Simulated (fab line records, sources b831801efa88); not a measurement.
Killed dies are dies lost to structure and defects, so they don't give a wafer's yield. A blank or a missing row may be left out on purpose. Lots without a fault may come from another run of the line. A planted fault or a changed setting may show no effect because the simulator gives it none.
One fault seen from 2 desks | flow sky130 | each desk has only its own numbers; what lay behind them comes last

THE TOOL OWNER'S DESK: litho_track-02
The tool's own readings at SKY_VIA3_COAT_06 (resist thk 60 nm): means of the sampled wafers that have a number, for each lot that ran on this tool. A lot is out of limits, marked OUT, if its mean lies more than 4 standard deviations from the usual mean; the brackets give that distance.
Columns: A = dispense_pressure_kPa at SKY_VIA3_COAT_06, usual 48.1 kPa; B = exhaust_pa at SKY_VIA3_COAT_06, usual 44.8 Pa; C = spin_speed_rpm at SKY_VIA3_COAT_06, usual 2999.8 rpm
lot  | first seen here | A    | B    | C
L140 | day 41 08:17    | 48.2 | 45.1 | 2998.3
L142 | day 41 12:10    | 48.2 | 45.6 | 3000.6
L143 | day 42 10:56    | 48.2 | 45.6 | 2999.2
This desk's finding: nothing out of limits on any of the 3 lots.

THE METROLOGY DESK
What the gauges read, lot by lot, whatever tool the lot ran on: means of the sampled wafers that have a number. A lot is out of limits, marked OUT, if its mean lies more than 4 standard deviations from the usual mean; the brackets give that distance.
Columns: A = VIA3_HDPCVD_THK at SKY_VIA3_THK_MEAS_01, usual 1646 nm; B = VIA3_BOW at SKY_VIA3_BOW_MEAS_03, usual 78 um; C = cd_nm at SKY_VIA3_CD_MEAS_12, usual 199.5 nm; D = VIA3_OVL at SKY_VIA3_OVL_MEAS_13, usual -1 nm
lot  | first seen here | A    | B  | C     | D
L140 | day 40 20:13    | 1650 | 71 | 201.8 | 2
L142 | day 41 00:22    | 1652 | 74 | 199.7 | -2
L143 | day 41 23:20    | 1653 | 77 | 197.5 | 2
L146 | day 42 15:22    | 1628 | 82 | 200.4 | -2
L150 | day 43 10:44    | 1635 | 72 | 199.4 | -5
L155 | day 44 13:49    | 1632 | 76 | 200.6 | 2
This desk's finding: nothing out of limits on any of the 6 lots.

PUT TOGETHER
The tool owner's desk saw nothing out of limits.
The metrology desk saw nothing out of limits.

WHAT THE SIMULATOR HAD PUT IN
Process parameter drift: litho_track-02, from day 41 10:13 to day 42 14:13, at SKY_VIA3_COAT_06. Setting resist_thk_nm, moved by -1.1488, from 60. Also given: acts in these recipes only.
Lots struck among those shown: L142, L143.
